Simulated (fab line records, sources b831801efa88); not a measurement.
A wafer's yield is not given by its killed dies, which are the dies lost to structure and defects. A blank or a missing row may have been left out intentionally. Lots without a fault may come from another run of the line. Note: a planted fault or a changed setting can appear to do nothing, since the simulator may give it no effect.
A single fault, viewed from 2 desks ; flow sky130 ; each desk holds nothing but its own numbers, with what lay behind them at the end

== FROM THE METROLOGY DESK ==
Means of the sampled wafers that have a number, per lot and without regard to the tool the lot ran on: this is what the gauges read. A lot is out of limits, marked OUT, if its mean lies more than 4 standard deviations from the usual mean; the brackets give that distance.
Columns: A = FIELD_ISO_CVD_03_THK at SKY_FIELD_ISO_THK_MEAS_04, usual 163.6 nm; B = NWELL_RS at SKY_NWELL_RS_MEAS_29, usual 624.4 ohm/sq; C = VT_ADJUST_LVTN_01_OVL at SKY_VT_ADJUST_LVTN_OVL_MEAS_18, usual 0.6 nm
lot;first seen here;A;B;C
L445;day 1 13:54;163.5;627.8;-0.6
L446;day 1 19:28;161.7;628.9;2.2
L447;day 2 00:32;165.4;623.0;1.6
L448;day 2 05:44;163.7;625.2;0.9
L450;day 2 15:10;162.6;622.5;0.3
L456;day 3 21:50;162.2;649.9 (+13) OUT;-
L457;day 4 02:11;163.1;650.5 (+13) OUT;-
L458;day 4 07:31;165.6;624.6;-1.6
L459;day 4 11:29;164.8;623.1;0.6
L462;day 5 02:34;162.7;624.5;1.9
L463;day 5 07:29;161.2;623.7;0.8
L464;day 5 14:13;163.8;623.6;-0.0
L465;day 5 18:41;165.4;624.5;-0.8
L466;day 5 23:34;165.0;625.9;3.1
This desk finds L456, L457 out of limits, with the earliest case on L456 at day 8 00:43 (NWELL_RS at SKY_NWELL_RS_MEAS_29). In limits: L445, L446, L447, L448, L450, L458, L459, L462, L463, L464, L465, L466.

== FOR THE TOOL OWNER'S DESK: implanter-03 ==
For each lot that ran on this tool, the mean over its sampled wafers that have a number, from the tool's own readings at SKY_NWELL_IMPLANT_13. A lot is out of limits, marked OUT, if its mean lies more than 4 standard deviations from the usual mean; the brackets give that distance.
Columns: A = beam_energy_keV at SKY_NWELL_IMPLANT_13, usual 50.003; B = beam_on_s at SKY_NWELL_IMPLANT_13, usual 9.99 s; C = end_station_pressure_torr at SKY_NWELL_IMPLANT_13, usual 5e-06 Torr
lot;first seen here;A;B;C
L445;day 4 13:02;50.006;10.02;5e-06
L446;day 4 18:31;49.984;10.24;5e-06
L448;day 5 07:40;50.004;10.08;5e-06
L459;day 8 01:52;49.995;9.76;5e-06
L463;day 8 20:33;50.002;9.87;5e-06
L465;day 9 09:18;50.007;9.89;5e-06
This desk's verdict: no lot among the 6 shows anything out of limits.

== TAKEN TOGETHER ==
On L456, L457, the metrology desk was in a position to raise an alarm at day 8 00:43.
Nothing out of limits was seen by the tool owner's desk.
The tool owner's desk has no number on record for L456, L457.
On implanter-03, each named lot ran SKY_NWELL_IMPLANT_13.

== WHAT WAS PUT IN BY THE SIMULATOR ==
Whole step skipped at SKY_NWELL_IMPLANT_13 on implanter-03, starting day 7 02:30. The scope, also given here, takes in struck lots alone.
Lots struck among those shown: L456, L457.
Per desk, hours elapsed from the start of the fault to the first reading out of limits: for the metrology desk, 22.
